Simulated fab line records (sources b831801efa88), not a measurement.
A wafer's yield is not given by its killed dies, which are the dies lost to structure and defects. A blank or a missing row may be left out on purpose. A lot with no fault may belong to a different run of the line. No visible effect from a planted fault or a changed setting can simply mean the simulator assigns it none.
Problem report in the 8D (eight disciplines) form, filled by code + flow sky130 + the parts of the form that need people (team, actions taken, sign-off) are left out

1. WHAT WENT WRONG
POLY_GATE_OXIDATION_THK at SKY_POLY_GATE_THK_MEAS_21 reads a mean of 1.90 nm on 6 wafers of 2 lots; wafers without a fault read 3.99 nm with a standard deviation of 0.083. That puts it -25 standard deviations away from the usual mean.
The first sign was on wafer L406.1 at day 17 13:53, on film metro-02. At this step, 33 wafers from 11 lots have a number in the record. By rule, "out" or "out of limits" means more than 4 standard deviations away from the usual mean. The rest of the wafers with a number are treated as sound.

2. WHAT IT IS, AND WHAT IT ISN'T
| question                    | is                           | is not                                                                                                        |
|-----------------------------|------------------------------|---------------------------------------------------------------------------------------------------------------|
| which readings at this step | POLY_GATE_OXIDATION_THK      | -                                                                                                             |
| which lots                  | L406, L407                   | L404, L416, L418, L419, L421, L422, L423, L424, L425                                                          |
| which wafers of those lots  | all that have a number       | -                                                                                                             |
| read on which gauges        | film metro-02, film metro-04 | film metro-03                                                                                                 |
| when                        | from day 17 13:53            | up to then (3 sound wafers); but 24 sound wafers of L416, L418, L419, L421, L422, L423, L424, L425 came after |

3. THE SUSPECTS, EACH WITH WHAT RULES IT OUT
Counting: a tool stays on the suspect list if, at a process step up to the reading, it processed all lots that are out and no sound lot following the first of them.
- the gauge at SKY_POLY_GATE_THK_MEAS_21 is ruled out. 2 gauges (film metro-02, film metro-04) read the wafers that are out.
- furnace-02 at SKY_POLY_GATE_OXIDATION_20 (stabilise 600 s, purge 300 s, target thk 4 nm): ruled out as a lasting fault. Sound lots L418, L419, L421, L422, L423, L425 ran on it after its first lot that is out, L406 (day 17 12:38).
Left after counting: nothing in the record.

4. THE CAUSE (what the simulator had put in)
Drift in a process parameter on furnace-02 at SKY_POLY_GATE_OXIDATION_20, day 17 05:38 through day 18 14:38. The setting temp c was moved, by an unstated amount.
The count ruled it out by mistake, since the rule takes a fault to strike every lot its tool runs from the start of the fault on, and this one did not do so.

5. THE CHAIN OF EFFECTS, in route order
One row per reading whose mean, taken over the struck wafers that have a number, lies over 3 standard deviations from the usual. Only readings for which the record gives a usual standard deviation are gone through. hours: the time from each lot's start at the first step in this table that gives one to its start at this step, as a median over the lots. sigmas: the change in usual standard deviations.
| hours | step                       | reading                 | usual   | on struck wafers | change | sigmas      |
|-------|----------------------------|-------------------------|---------|------------------|--------|-------------|
| 0     | SKY_POLY_GATE_OXIDATION_20 | spike tc bottom C       | 865 C   | 813              | -52    | -15         |
| 0     | SKY_POLY_GATE_OXIDATION_20 | spike tc centre C       | 849.7 C | 799.6            | -50.1  | -52         |
| 0     | SKY_POLY_GATE_OXIDATION_20 | spike tc lower C        | 851.2 C | 800.4            | -50.9  | -51         |
| 0     | SKY_POLY_GATE_OXIDATION_20 | spike tc top C          | 860.9 C | 811.2            | -49.7  | -31         |
| 0     | SKY_POLY_GATE_OXIDATION_20 | spike tc upper C        | 850.6 C | 799.9            | -50.7  | -46         |
| 0     | SKY_POLY_GATE_OXIDATION_20 | tube center temp C      | 850 C   | 799              | -51    | -99 or more |
| 0     | SKY_POLY_GATE_OXIDATION_20 | tube_center_temp_C_max  | 852.2   | 801.8            | -50.4  | -99 or more |
| 0     | SKY_POLY_GATE_OXIDATION_20 | zone power bottom pct   | 22.1 %  | 18.9             | -3.2   | -3.8        |
| 0     | SKY_POLY_GATE_OXIDATION_20 | zone power lower pct    | 15.2 %  | 13.5             | -1.7   | -5.3        |
| 0     | SKY_POLY_GATE_OXIDATION_20 | zone power upper pct    | 17.50 % | 15.23            | -2.27  | -8.4        |
| 1     | SKY_POLY_GATE_THK_MEAS_21  | POLY_GATE_OXIDATION_THK | 3.99 nm | 1.90             | -2.09  | -25         |
Process steps it contains:
- SKY_POLY_GATE_OXIDATION_20: stabilise 600 s, purge 300 s, target thk 4 nm.
Later steps that measure or inspect, where all struck wafers having a row at the step show a number for every such reading and not one has moved that far: SKY_LDD_P_OVL_MEAS_08, SKY_SD_P_TW_MEAS_11.

6. HOW IT WOULD HAVE BEEN CAUGHT EARLIER
8 hours passed between the start of the fault at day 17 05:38 and the first reading out of limits at a measuring or inspecting step in this record, taken at day 17 13:53.
The tool's own readings at SKY_POLY_GATE_OXIDATION_20 were out on every struck wafer that the step has a row for (spike tc bottom C, spike tc centre C, spike tc lower C, spike tc top C, spike tc upper C, tube center temp C, tube_center_temp_C_max, zone power lower pct, zone power upper pct): an alarm limit on them would have fired on the first of those.
